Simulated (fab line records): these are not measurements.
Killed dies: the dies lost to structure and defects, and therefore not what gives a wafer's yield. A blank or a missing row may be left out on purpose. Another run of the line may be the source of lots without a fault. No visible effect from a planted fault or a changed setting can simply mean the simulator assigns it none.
fab line records + flow sky130
record:
- lots: 6
- wafers: 18
- last-day: 50
route steps=708 shown VT_ADJUST_NCORE@129 VT_ADJUST_HVTR@131 VT_ADJUST_PCH@143 SONOS_TUNNEL@154
lots that met no fault: taken from a fault-free run of the same line
start-h: the number of hours between the record's first day and the start of the first shown wafer of the lot + wait-h: how many hours have passed since the lot's step before this one + " the same as in the row above + L1.1+2: a single row standing in for several wafers + - no value, or no start given + * or withheld: withheld + < > ~ a bound
route shown NAME@n: NAME is a module with steps in the file, n the number in the route of the first one + usual: mean/standard deviation of fault-free wafers + same: alike in all rows + chamber/n: place in a boat + sites: per-site readings + _std_site: how widely they spread, as a standard deviation + _edge_site: inner sites' mean taken away from outer sites' mean + radius-mm: how far each site lies from the wafer's centre + mask NAME#n: copy n + behind: tool/chamber where the wafer was last shaped + hold: cause of the lot's hold/its duration in hours/its outcome + device: names the non-switching transistor (n, p or np) + end of line: at the end of the route, the tests of the same wafers + where a step has no rows: the recipe by itself + killed: dies that structure and defects cost at the first sort, which is not the same as the wafer's yield + map: per-die view of a wafer (x killed, . not killed, _ where there is no die)
set.NAME: setting as actually run; set.NAME@STEP: the setting as run at that earlier step + model.NAME: the simulator's own value behind a step, which no gauge read
a table for each step, a row for each wafer; lots at some steps of the route
services: when a tool's chamber went out of use (start-h, in hours from the record's first day, below 0 if earlier), for how many hours, and the reason
== steps ==
step: SKY_VT_ADJUST_NCORE_STRIP_10
recipe:
- chemistry: O2/N2
- power-w: 1400
- pressure-mtorr: 1500
- platen-temp-c: withheld
- o2-flow-sccm: 3000
- n2-flow-sccm: 300
- overash-fraction: 0.5
usual:
- chamber-pressure-mTorr: 1500.0/1.3
- drypump-motor-current-A: 5.8/0.56
- oes-product-au: 0.715/0.0047
- strip-time-to-endpoint-s: 14.18/0.043
| lot.wafer | tool            | chamber | start-h | wait-h | chamber-pressure-mTorr | drypump-motor-current-A | oes-product-au | rf-hours-counter-h | strip-time-to-endpoint-s |
|-----------|-----------------|---------|---------|--------|------------------------|-------------------------|----------------|--------------------|--------------------------|
| L274.2    | plasma-asher-01 | 1       | 191.54  | 0.1    | 1499.8                 | 5.3                     | 0.712          | 38                 | 14.13                    |
| L274.5    | "               | 1       | "       | "      | 1500.9                 | 5.3                     | 0.705          | -                  | 14.15                    |
| L274.6    | "               | 0       | "       | "      | 1500.8                 | 6.0                     | 0.708          | -                  | 14.11                    |
| L282.1    | plasma-asher-04 | 0       | 244.49  | 0.1    | 1498.3                 | 6.0                     | 0.714          | 12                 | 14.21                    |
| L282.2    | "               | 1       | "       | "      | 1502.2                 | 6.5                     | 0.717          | 12                 | 14.23                    |
| L282.3    | "               | 0       | "       | "      | 1498.7                 | 6.0                     | 0.723          | -                  | 14.22                    |
| L283.1    | plasma-asher-01 | 1       | 255.38  | 0.1    | 1500.4                 | 5.3                     | 0.715          | 44                 | 14.15                    |
| L283.2    | "               | 0       | "       | "      | 1501.6                 | 6.0                     | 0.707          | 44                 | 14.17                    |
| L283.6    | "               | 0       | "       | "      | 1502.4                 | 6.0                     | 0.710          | -                  | 14.15                    |
| L293.2    | plasma-asher-04 | 0       | 324.49  | 0.1    | 1500.9                 | 6.0                     | 0.714          | 21                 | 14.14                    |
| L293.3    | "               | 1       | "       | "      | 1501.4                 | 6.5                     | 0.714          | -                  | 14.12                    |
| L293.6    | "               | 1       | "       | "      | 1499.4                 | 6.5                     | 0.706          | -                  | 14.14                    |
| L294.2    | plasma-asher-04 | 0       | 333.48  | 0.1    | 1499.9                 | 6.0                     | 0.719          | 22                 | 14.21                    |
| L294.3    | "               | 1       | "       | "      | 1499.5                 | 6.5                     | 0.715          | -                  | 14.17                    |
| L294.4    | "               | 0       | "       | "      | 1501.4                 | 6.0                     | 0.716          | -                  | 14.22                    |
| L295.1    | plasma-asher-03 | 1       | 341.21  | 0.2    | 1501.3                 | 5.9                     | 0.720          | 70                 | 14.30                    |
| L295.4    | "               | 1       | "       | "      | 1502.3                 | 5.9                     | 0.708          | -                  | 14.22                    |
| L295.5    | "               | 0       | "       | "      | 1500.4                 | 4.7                     | 0.713          | -                  | 14.23                    |
step: SKY_VT_ADJUST_NCORE_TW_MEAS_11
usual:
- VT_ADJUST_NCORE_TW: 217.7/2.5
| lot.wafer | tool          | chamber | start-h | wait-h | VT_ADJUST_NCORE_TW |
|-----------|---------------|---------|---------|--------|--------------------|
| L274.2    | film-metro-04 | -       | 191.65  | 0.1    | 218.5              |
| L274.5    | "             | -       | "       | "      | 217.9              |
| L274.6    | "             | -       | "       | "      | 217.9              |
| L282.1    | film-metro-04 | -       | 244.59  | 0.1    | 217.2              |
| L282.2    | "             | -       | "       | "      | 215.2              |
| L282.3    | "             | -       | "       | "      | 216.0              |
| L283.1    | film-metro-02 | -       | 255.48  | 0.1    | 220.2              |
| L283.2    | "             | -       | "       | "      | 222.5              |
| L283.6    | "             | -       | "       | "      | 223.7              |
| L293.2    | film-metro-03 | -       | 324.60  | 0.1    | 216.7              |
| L293.3    | "             | -       | "       | "      | 214.7              |
| L293.6    | "             | -       | "       | "      | 215.7              |
| L294.2    | film-metro-04 | -       | 333.59  | 0.1    | 218.2              |
| L294.3    | "             | -       | "       | "      | 216.8              |
| L294.4    | "             | -       | "       | "      | 216.3              |
| L295.1    | film-metro-04 | -       | 341.31  | 0.1    | 216.1              |
| L295.4    | "             | -       | "       | "      | 216.7              |
| L295.5    | "             | -       | "       | "      | 217.1              |
step: SKY_VT_ADJUST_HVTR_DEHYDRATE_00
recipe:
- temp-c: 200
- time-s: 60
step: SKY_VT_ADJUST_HVTR_HMDS_01
recipe:
- prime-time-s: 60
- prime-temp-c: 120
step: SKY_VT_ADJUST_HVTR_COAT_02
recipe:
- resist: NOVOLAK
- spin-rpm: 3000
- resist-thk-nm: 1140
step: SKY_VT_ADJUST_HVTR_SOFTBAKE_03
recipe:
- temp-c: 90
- time-s: 60
- resist: NOVOLAK
step: SKY_VT_ADJUST_HVTR_EXPOSE_04
recipe:
- mask-id: HVTRM
- target-cd-nm: 380
- na: 0.6
- source-shape: conventional
- sigma-outer: 0.6
- dose-mj: 150
step: SKY_VT_ADJUST_HVTR_PEB_05
recipe:
- temp-c: withheld
- time-s: *
- resist: NOVOLAK
step: SKY_VT_ADJUST_HVTR_DEVELOP_06
recipe:
- develop-time-s: 60
- dev-temp-c: 23
step: SKY_VT_ADJUST_HVTR_CD_MEAS_07
recipe:
- target-cd-nm: 380
usual:
- cd-nm: 380.0/2.8
| lot.wafer | tool      | chamber | start-h | wait-h | cd-nm |
|-----------|-----------|---------|---------|--------|-------|
| L274.2    | cd-sem-02 | -       | 213.35  | 0.1    | 384.2 |
| L274.5    | "         | -       | "       | "      | 384.5 |
| L274.6    | "         | -       | "       | "      | 381.5 |
| L282.1    | cd-sem-01 | -       | 267.15  | 0.1    | 384.0 |
| L282.2    | "         | -       | "       | "      | 382.4 |
| L282.3    | "         | -       | "       | "      | 382.1 |
| L283.1    | cd-sem-02 | -       | 278.60  | 0.1    | 376.8 |
| L283.2    | "         | -       | "       | "      | 375.8 |
| L283.6    | "         | -       | "       | "      | 375.6 |
| L293.2    | cd-sem-02 | -       | 351.12  | 0.1    | 377.9 |
| L293.3    | "         | -       | "       | "      | 380.4 |
| L293.6    | "         | -       | "       | "      | 380.3 |
| L294.2    | cd-sem-01 | -       | 360.67  | 0.1    | 381.0 |
| L294.3    | "         | -       | "       | "      | 381.5 |
| L294.4    | "         | -       | "       | "      | 380.7 |
| L295.1    | cd-sem-01 | -       | 368.20  | 0.2    | 387.9 |
| L295.4    | "         | -       | "       | "      | 383.5 |
| L295.5    | "         | -       | "       | "      | 387.7 |
step: SKY_VT_ADJUST_HVTR_OVL_MEAS_08
usual:
- VT_ADJUST_HVTR_OVL: 0.6/1.6
| lot.wafer | tool       | chamber | start-h | wait-h | VT_ADJUST_HVTR_OVL[nm] |
|-----------|------------|---------|---------|--------|------------------------|
| L274.2    | overlay-01 | -       | 213.45  | 0.1    | -0.9                   |
| L274.5    | "          | -       | "       | "      | -3.7                   |
| L274.6    | "          | -       | "       | "      | 0.2                    |
| L282.1    | overlay-02 | -       | 267.27  | 0.1    | 2.0                    |
| L282.2    | "          | -       | "       | "      | 4.5                    |
| L282.3    | "          | -       | "       | "      | 2.3                    |
| L283.1    | overlay-02 | -       | 278.72  | 0.1    | 0.0                    |
| L283.2    | "          | -       | "       | "      | 0.7                    |
| L283.6    | "          | -       | "       | "      | 2.0                    |
| L293.2    | overlay-02 | -       | 351.22  | 0.1    | 2.4                    |
| L293.3    | "          | -       | "       | "      | 1.3                    |
| L293.6    | "          | -       | "       | "      | 2.2                    |
| L294.2    | overlay-02 | -       | 360.77  | 0.1    | 2.7                    |
| L294.3    | "          | -       | "       | "      | -0.2                   |
| L294.4    | "          | -       | "       | "      | 1.6                    |
| L295.1    | overlay-01 | -       | 368.32  | 0.1    | 0.8                    |
| L295.4    | "          | -       | "       | "      | 0.4                    |
| L295.5    | "          | -       | "       | "      | -1.3                   |
step: SKY_VT_ADJUST_HVTR_IMPLANT_09
recipe:
- species: B
- energy-kev: 10
- dose-cm2: 2.1e+12
- tilt-deg: withheld
step: SKY_VT_ADJUST_HVTR_STRIP_10
recipe:
- chemistry: O2/N2
- power-w: 1400
- pressure-mtorr: 1500
- platen-temp-c: withheld
- o2-flow-sccm: 3000
- n2-flow-sccm: 300
- overash-fraction: 0.5
usual:
- chamber-pressure-mTorr: 1500.1/1.4
- drypump-motor-current-A: 5.7/0.6
- oes-product-au: 0.715/0.0045
- strip-time-to-endpoint-s: 14.19/0.038
| lot.wafer | tool            | chamber | start-h | wait-h | chamber-pressure-mTorr | drypump-motor-current-A | oes-product-au | rf-hours-counter-h | strip-time-to-endpoint-s | model.NOVOLAK_of_VT_ADJUST_HVTR_COAT_02.thk-nm |
|-----------|-----------------|---------|---------|--------|------------------------|-------------------------|----------------|--------------------|--------------------------|------------------------------------------------|
| L274.2    | plasma-asher-03 | 1       | 213.63  | 0.1    | 1501.1                 | 5.9                     | 0.713          | 56                 | 14.23                    | 0                                              |
| L274.5    | "               | 1       | "       | "      | 1501.2                 | 5.9                     | 0.709          | -                  | 14.17                    | 0                                              |
| L274.6    | "               | 0       | "       | "      | 1499.5                 | 4.7                     | 0.718          | -                  | 14.26                    | 0                                              |
| L282.1    | plasma-asher-02 | 0       | 267.46  | 0.1    | -                      | -                       | -              | -                  | -                        | 1148                                           |
| L282.2    | "               | 1       | "       | "      | -                      | -                       | -              | -                  | -                        | 1145                                           |
| L282.3    | "               | 0       | "       | "      | -                      | -                       | -              | -                  | -                        | 1147                                           |
| L283.1    | plasma-asher-04 | 1       | 278.91  | 0.1    | -                      | -                       | -              | -                  | -                        | 1138                                           |
| L283.2    | "               | 0       | "       | "      | -                      | -                       | -              | -                  | -                        | 1140                                           |
| L283.6    | "               | 1       | "       | "      | -                      | -                       | -              | -                  | -                        | 1137                                           |
| L293.2    | plasma-asher-02 | 0       | 351.40  | 0.1    | 1501.9                 | 5.6                     | 0.716          | 72                 | 14.18                    | 0                                              |
| L293.3    | "               | 0       | "       | "      | 1498.6                 | 5.6                     | 0.714          | -                  | 14.18                    | 0                                              |
| L293.6    | "               | 0       | "       | "      | 1498.4                 | 5.7                     | 0.711          | -                  | 14.17                    | 0                                              |
| L294.2    | plasma-asher-03 | 0       | 360.95  | 0.1    | 1501.4                 | 4.7                     | 0.720          | 72                 | 14.18                    | 0                                              |
| L294.3    | "               | 1       | "       | "      | 1500.6                 | 5.9                     | 0.715          | -                  | 14.15                    | 0                                              |
| L294.4    | "               | 0       | "       | "      | 1500.3                 | 4.7                     | 0.710          | -                  | 14.20                    | 0                                              |
| L295.1    | plasma-asher-04 | 1       | 368.51  | 0.1    | 1498.7                 | 6.4                     | 0.723          | 25                 | 14.15                    | 0                                              |
| L295.4    | "               | 0       | "       | "      | 1499.3                 | 6.0                     | 0.719          | -                  | 14.19                    | 0                                              |
| L295.5    | "               | 1       | "       | "      | 1498.9                 | 6.5                     | 0.713          | -                  | 14.14                    | 0                                              |
step: SKY_VT_ADJUST_HVTR_TW_MEAS_11
usual:
- VT_ADJUST_HVTR_TW: 209.4/2.6
| lot.wafer | tool          | chamber | start-h | wait-h | VT_ADJUST_HVTR_TW |
|-----------|---------------|---------|---------|--------|-------------------|
| L274.2    | film-metro-01 | -       | 213.74  | 0.1    | 208.8             |
| L274.5    | "             | -       | "       | "      | 208.1             |
| L274.6    | "             | -       | "       | "      | 208.4             |
| L282.1    | film-metro-04 | -       | 267.56  | 0.1    | 209.5             |
| L282.2    | "             | -       | "       | "      | 208.6             |
| L282.3    | "             | -       | "       | "      | 208.5             |
| L283.1    | film-metro-02 | -       | 279.01  | 0.1    | 212.4             |
| L283.2    | "             | -       | "       | "      | 212.2             |
| L283.6    | "             | -       | "       | "      | 212.6             |
| L293.2    | film-metro-02 | -       | 351.51  | 0.1    | 214.1             |
| L293.3    | "             | -       | "       | "      | 212.2             |
| L293.6    | "             | -       | "       | "      | 213.8             |
| L294.2    | film-metro-02 | -       | 361.06  | 0.1    | 212.5             |
| L294.3    | "             | -       | "       | "      | 213.1             |
| L294.4    | "             | -       | "       | "      | 213.0             |
| L295.1    | film-metro-01 | -       | 368.61  | 0.1    | 207.7             |
| L295.4    | "             | -       | "       | "      | 208.5             |
| L295.5    | "             | -       | "       | "      | 209.2             |
step: SKY_VT_ADJUST_PCH_DEHYDRATE_00
recipe:
- temp-c: 200
- time-s: 60
step: SKY_VT_ADJUST_PCH_HMDS_01
recipe:
- prime-time-s: 60
- prime-temp-c: 120
step: SKY_VT_ADJUST_PCH_COAT_02
recipe:
- spin-rpm: 2000
- resist-thk-nm: 3000
step: SKY_VT_ADJUST_PCH_SOFTBAKE_03
recipe:
- temp-c: 110
- time-s: withheld
step: SKY_VT_ADJUST_PCH_EXPOSE_04
recipe:
- mask-id: NWM
- na: 0.6
- source-shape: conventional
- sigma-outer: 0.6
- polarization: unpolarized
- target-cd-nm: 840
- dose-mj: 255
step: SKY_VT_ADJUST_PCH_PEB_05
recipe:
- temp-c: 115
- time-s: withheld
step: SKY_VT_ADJUST_PCH_DEVELOP_06
recipe:
- wall-angle-deg: 90
- developer: TMAH
- develop-time-s: 60
- dev-temp-c: 23
step: SKY_VT_ADJUST_PCH_OVL_MEAS_07
usual:
- VT_ADJUST_PCH_OVL: -0.8/1.3
| lot.wafer | tool       | chamber | start-h | wait-h | VT_ADJUST_PCH_OVL[nm] |
|-----------|------------|---------|---------|--------|-----------------------|
| L274.2    | overlay-01 | -       | 236.33  | -      | -1.0                  |
| L274.5    | "          | -       | "       | "      | -0.4                  |
| L274.6    | "          | -       | "       | "      | -1.8                  |
| L282.1    | overlay-02 | -       | 292.13  | -      | -1.1                  |
| L282.2    | "          | -       | "       | "      | -0.4                  |
| L282.3    | "          | -       | "       | "      | -1.9                  |
| L283.1    | overlay-02 | -       | 302.93  | -      | 0.1                   |
| L283.2    | "          | -       | "       | "      | -0.5                  |
| L283.6    | "          | -       | "       | "      | 0.2                   |
| L293.2    | overlay-02 | -       | 379.08  | -      | 0.8                   |
| L293.3    | "          | -       | "       | "      | -2.0                  |
| L293.6    | "          | -       | "       | "      | 0.5                   |
| L294.2    | overlay-01 | -       | 389.45  | -      | -0.4                  |
| L294.3    | "          | -       | "       | "      | -0.1                  |
| L294.4    | "          | -       | "       | "      | -0.7                  |
| L295.1    | overlay-02 | -       | 397.18  | -      | -2.0                  |
| L295.4    | "          | -       | "       | "      | -0.9                  |
| L295.5    | "          | -       | "       | "      | -2.6                  |
step: SKY_VT_ADJUST_PCH_IMPLANT_08
recipe:
- species: B
- energy-kev: 10
- dose-cm2: 5e+11
- tilt-deg: withheld
step: SKY_VT_ADJUST_PCH_STRIP_09
recipe:
- chemistry: O2/N2
- power-w: 1400
- pressure-mtorr: 1500
- platen-temp-c: withheld
- o2-flow-sccm: 3000
- n2-flow-sccm: 300
- overash-fraction: 0.5
usual:
- chamber-pressure-mTorr: 1500.1/1.3
- drypump-motor-current-A: 5.7/0.43
- oes-product-au: 0.723/0.0043
- strip-time-to-endpoint-s: 36.90/0.097
| lot.wafer | tool            | chamber | start-h | wait-h | chamber-pressure-mTorr | drypump-motor-current-A | oes-product-au | rf-hours-counter-h | strip-time-to-endpoint-s |
|-----------|-----------------|---------|---------|--------|------------------------|-------------------------|----------------|--------------------|--------------------------|
| L274.2    | plasma-asher-04 | 1       | 236.51  | 0.1    | 1499.5                 | 6.5                     | 0.722          | 11                 | 36.81                    |
| L274.5    | "               | 1       | "       | "      | 1499.3                 | 6.5                     | 0.727          | -                  | 36.76                    |
| L274.6    | "               | 0       | "       | "      | 1499.4                 | 6.0                     | 0.721          | -                  | 36.70                    |
| L282.1    | plasma-asher-02 | 1       | 292.31  | 0.1    | 1499.7                 | 5.2                     | 0.729          | 65                 | 53.92                    |
| L282.2    | "               | 0       | "       | "      | 1501.2                 | 5.6                     | 0.730          | 65                 | 53.77                    |
| L282.3    | "               | 0       | "       | "      | 1497.1                 | 5.6                     | 0.726          | -                  | 53.88                    |
| L283.1    | plasma-asher-02 | 0       | 303.11  | 0.1    | 1501.2                 | 5.6                     | 0.720          | 67                 | 53.71                    |
| L283.2    | "               | 1       | "       | "      | 1498.3                 | 5.3                     | 0.732          | 67                 | 53.60                    |
| L283.6    | "               | 1       | "       | "      | 1500.3                 | 5.3                     | 0.729          | -                  | 53.67                    |
| L293.2    | plasma-asher-01 | 0       | 379.26  | 0.1    | 1498.7                 | 6.0                     | 0.724          | 52                 | 36.88                    |
| L293.3    | "               | 1       | "       | "      | 1499.3                 | 5.3                     | 0.716          | -                  | 36.95                    |
| L293.6    | "               | 0       | "       | "      | 1502.5                 | 6.0                     | 0.722          | -                  | 36.88                    |
| L294.2    | plasma-asher-04 | 1       | 389.63  | 0.1    | 1499.1                 | 6.5                     | 0.721          | 27                 | 36.90                    |
| L294.3    | "               | 0       | "       | "      | 1500.0                 | 6.0                     | 0.722          | -                  | 37.04                    |
| L294.4    | "               | 1       | "       | "      | 1501.8                 | 6.5                     | 0.719          | -                  | 37.00                    |
| L295.1    | plasma-asher-02 | 0       | 397.36  | 0.1    | 1500.0                 | 5.6                     | 0.723          | 77                 | 36.96                    |
| L295.4    | "               | 1       | "       | "      | 1499.5                 | 5.2                     | 0.722          | -                  | 36.83                    |
| L295.5    | "               | 0       | "       | "      | 1501.5                 | 5.6                     | 0.720          | -                  | 36.91                    |
step: SKY_VT_ADJUST_PCH_TW_MEAS_10
usual:
- VT_ADJUST_PCH_TW: 142.0/1.8
| lot.wafer | tool          | chamber | start-h | wait-h | VT_ADJUST_PCH_TW |
|-----------|---------------|---------|---------|--------|------------------|
| L274.2    | film-metro-03 | -       | 236.62  | 0.1    | 140.2            |
| L274.5    | "             | -       | "       | "      | 140.2            |
| L274.6    | "             | -       | "       | "      | 138.9            |
| L282.1    | film-metro-02 | -       | 292.41  | 0.1    | 29.9             |
| L282.2    | "             | -       | "       | "      | 30.1             |
| L282.3    | "             | -       | "       | "      | 30.1             |
| L283.1    | film-metro-01 | -       | 303.21  | 0.1    | 29.6             |
| L283.2    | "             | -       | "       | "      | 29.8             |
| L283.6    | "             | -       | "       | "      | 29.7             |
| L293.2    | film-metro-02 | -       | 379.37  | 0.1    | 144.4            |
| L293.3    | "             | -       | "       | "      | 144.1            |
| L293.6    | "             | -       | "       | "      | 144.4            |
| L294.2    | film-metro-02 | -       | 389.74  | 0.1    | 143.6            |
| L294.3    | "             | -       | "       | "      | 143.1            |
| L294.4    | "             | -       | "       | "      | 143.9            |
| L295.1    | film-metro-03 | -       | 397.46  | 0.1    | 140.6            |
| L295.4    | "             | -       | "       | "      | 140.5            |
| L295.5    | "             | -       | "       | "      | 141.0            |
step: SKY_SONOS_TUNNEL_DEHYDRATE_00
recipe:
- temp-c: 200
- time-s: 60
== services ==
| tool            | chamber | start-h | hours | kind   |
|-----------------|---------|---------|-------|--------|
| plasma-asher-02 | -       | 168.98  | 0.7   | repair |
| plasma-asher-04 | -       | 203.15  | 1.4   | repair |
| plasma-asher-01 | -       | 221.84  | 5.4   | repair |
| plasma-asher-01 | -       | 292.93  | 46.3  | repair |
| plasma-asher-02 | -       | 318.86  | 2.8   | repair |
| plasma-asher-04 | -       | 320.73  | 2.9   | repair |
| plasma-asher-04 | -       | 350.92  | 3.7   | repair |
| plasma-asher-03 | -       | 395.65  | 6.1   | repair |
== key ==
first-sign:
- step: SKY_VT_ADJUST_HVTR_STRIP_10
- reading: tool-record
- direction: missing
effect:
- step: SKY_VT_ADJUST_PCH_STRIP_09
- reading: strip-time-to-endpoint-s
- direction: up
- sigmas: 99+
- usual: *
- struck: *
effect:
- step: SKY_VT_ADJUST_PCH_TW_MEAS_10
- reading: VT_ADJUST_PCH_TW
- direction: down
- sigmas: 63
- usual: 142.0
- struck: 29.9
model-effect:
- step: SKY_VT_ADJUST_HVTR_STRIP_10
- value: NOVOLAK_of_VT_ADJUST_HVTR_COAT_02.thk-nm
- without: 0
- struck: 1143
met-at SKY_VT_ADJUST_HVTR_STRIP_10
struck-wafers L282.1,L282.2,L282.3,L283.1,L283.2,L283.6
sort-left-out L282.1,L282.2,L282.3,L283.1,L283.2,L283.6
tester-left-out L282,L283
fault:
- kind: skipped-step-whole
- tool: plasma-asher-02,plasma-asher-04
- chamber: -
- onset-h: 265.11
- steps: SKY_VT_ADJUST_HVTR_STRIP_10
- scope: struck-lots-only
tester-left-out: of these lots the tester's yield and bins aren't shown, on N5 and GAA mostly nor the transistor test; their killed dies are dies lost to structure and defects alone, not to doping, threshold or leakage, so they don't give the yield
sort-left-out: the simulated sort isn't trusted on such a fault, so these wafers' sort isn't shown, and their yield isn't known
